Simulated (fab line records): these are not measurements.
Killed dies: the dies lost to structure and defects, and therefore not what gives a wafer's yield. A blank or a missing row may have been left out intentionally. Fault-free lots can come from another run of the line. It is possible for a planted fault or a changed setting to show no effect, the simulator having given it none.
A struck lot beside a sound one -- flow sky130 -- 23 steps out of a route of 708
Sound: these wafers, L398.1, L398.3, L398.5. Wafers L413.1, L413.4, L413.6 were the ones struck. Last of all comes the cause.
Order at every step that has rows: each side's tool, ch and its chambers, its first start. Under that, the readings that differ: sound wafers -- struck wafers -- difference of the means -- sigmas: that difference in standard deviations of wafers without a fault.
alike: a reading whose means differ by less than 2 such deviations, as well as words and numbers matching on both sides. not compared: withheld readings; readings where some wafer has no value; bounds like >300 that might hide an equal value; numbers whose values overlap and for which the record gives no deviation.
The two part at a step that has a row with sigmas, a row that says differs or no value, or rows on one side only. Numbers that have no deviation but don't overlap get no sigmas and don't part them. Lack of a reading on every wafer of one side parts them only where that side has two or more wafers.

first, 1 step without rows for these wafers: SKY_LI_CONTACT_PRE_CLEAN_18 (time 5.6 s).
SKY_LI_CONTACT_SPUTTER_19: material Ti, target thk 20 nm, time 106.37 s.
  struck on pvd sputter-04, day 35 13:08; sound on pvd sputter-01, day 30 14:49
  alike: throttle valve pct
SKY_LI_CONTACT_SPUTTER_20: material TiN, target thk 20 nm, time 80 s.
  struck on pvd sputter-04, day 35 13:13; sound on pvd sputter-01, day 30 14:53
  alike: throttle valve pct
SKY_LI_CONTACT_CVD_21: deposits W, target thk 400 nm, time 120.56 s.
  sound on cvd w-01 ch 0,1, day 30 14:57; struck on cvd w-01 ch 0, day 35 13:16
  alike: heater power w
SKY_LI_CONTACT_RS_MEAS_22: the measuring method here is four-point-probe.
  struck on film metro-03, day 35 13:23; sound on film metro-03, day 30 15:05
reading,sound,struck,difference,sigmas
LI_CONTACT_W_RS (ohm/sq),0.288 0.289 0.279,0.273 0.272 0.271,-0.013,-2
SKY_LI_CONTACT_THK_MEAS_23: measures by xrf.
  struck on film metro-03, day 35 13:31; sound on film metro-03, day 30 15:12
reading,sound,struck,difference,sigmas
LI_CONTACT_W_THK (nm),401 404 416,424 427 427,+19,+2
SKY_LI_CONTACT_CMP_24: polishes, stops on PSG, t overpolish 20 s, target thk 0 nm.
  sound on cmp-01 ch 0,1,2, day 30 15:16; struck on cmp-01 ch 0,2,3, day 35 13:37
reading,sound,struck,difference,sigmas
time to endpoint s (s),90 92 93,107 105 102,+13,+4
  alike: motor current A, overpolish run s
SKY_LOCAL_INTERCONNECT_SPUTTER_00: material TiN, target thk 100 nm, time 83.3 s.
  struck on pvd sputter-03, day 35 13:55; sound on pvd sputter-03, day 30 15:34
  alike: throttle valve pct
SKY_LOCAL_INTERCONNECT_RS_MEAS_01: the measuring method here is four-point-probe.
  struck on film metro-01, day 35 13:58; sound on film metro-03, day 30 15:37
  alike: LOCAL_INTERCONNECT_TIN_RS
SKY_LOCAL_INTERCONNECT_THK_MEAS_02: measures by xrf.
  struck on film metro-01, day 35 14:05; sound on film metro-03, day 30 15:44
  alike: LOCAL_INTERCONNECT_TIN_THK
then, 2 steps without rows for these wafers: SKY_LOCAL_INTERCONNECT_DEHYDRATE_03 (time 60 s); SKY_LOCAL_INTERCONNECT_HMDS_04 (prime time 60 s).
SKY_LOCAL_INTERCONNECT_COAT_05: resist thk 60 nm.
  sound on litho track-04 ch 0, day 31 05:32; struck on litho track-04 ch 0, day 36 02:50
  alike: dispense pressure kPa
then, 5 steps without rows for these wafers: SKY_LOCAL_INTERCONNECT_COAT_06 (resist thk 450 nm); SKY_LOCAL_INTERCONNECT_SOFTBAKE_07 (time 90 s); SKY_LOCAL_INTERCONNECT_EXPOSE_08 (exposes mask LI1M, target cd 170 nm); SKY_LOCAL_INTERCONNECT_PEB_09; SKY_LOCAL_INTERCONNECT_DEVELOP_10 (develop time 60 s).
SKY_LOCAL_INTERCONNECT_CD_MEAS_11: the cd target is 170 nm.
  struck on cd sem-01, day 36 15:41; sound on cd sem-02, day 31 19:35
  alike: cd nm
SKY_LOCAL_INTERCONNECT_OVL_MEAS_12:
  struck on overlay-01, day 36 15:48; sound on overlay-02, day 31 19:42
  alike: LOCAL_INTERCONNECT_OVL
SKY_LOCAL_INTERCONNECT_ETCH_13: etches BARC in N2/H2, stops on SiO2, time 45.9 s, target depth 60 nm.
  sound on rie metal-01 ch 1, day 31 19:44; struck on rie metal-03 ch 0, day 36 15:50
reading,sound,struck,difference,sigmas
oes product au (a.u.),0.854 0.850 0.856,0.875 0.881 0.885,+0.027,+6
model.etch.depth nm (nm),60.29 60.04 60.06,62.79 62.6 63.01,+2.67,
  alike: drypump motor current A, throttle valve pct
  not compared: rf hours counter h
then, 1 step without rows for these wafers: SKY_LOCAL_INTERCONNECT_METAL_ETCH_14 (etches TiN in Cl2/BCl3, stops on PSG, target depth 110 nm, time 31.4 s).
-- here the record skips 14 days between the struck wafers' starts before and after, leaving off in module LOCAL_INTERCONNECT and picking up in module PAD_OPEN (first step shown: number 708 of the route) --
SKY_PAD_OPEN_PROBE_99:
  struck on prober-02, day 50 07:44; sound on prober-01, day 46 21:53
  alike: killed_at_M0_to_M3, killed_at_M4_up, killed at contacts, killed at front end, killed at other, killed dies, killed open, killed short

== WHERE THEY PART ==
First at SKY_LI_CONTACT_RS_MEAS_22; last, within this record, at SKY_LOCAL_INTERCONNECT_ETCH_13. Later steps at which nothing parts them and some readings are alike: SKY_PAD_OPEN_PROBE_99.

WHY: what had been put in by the simulator
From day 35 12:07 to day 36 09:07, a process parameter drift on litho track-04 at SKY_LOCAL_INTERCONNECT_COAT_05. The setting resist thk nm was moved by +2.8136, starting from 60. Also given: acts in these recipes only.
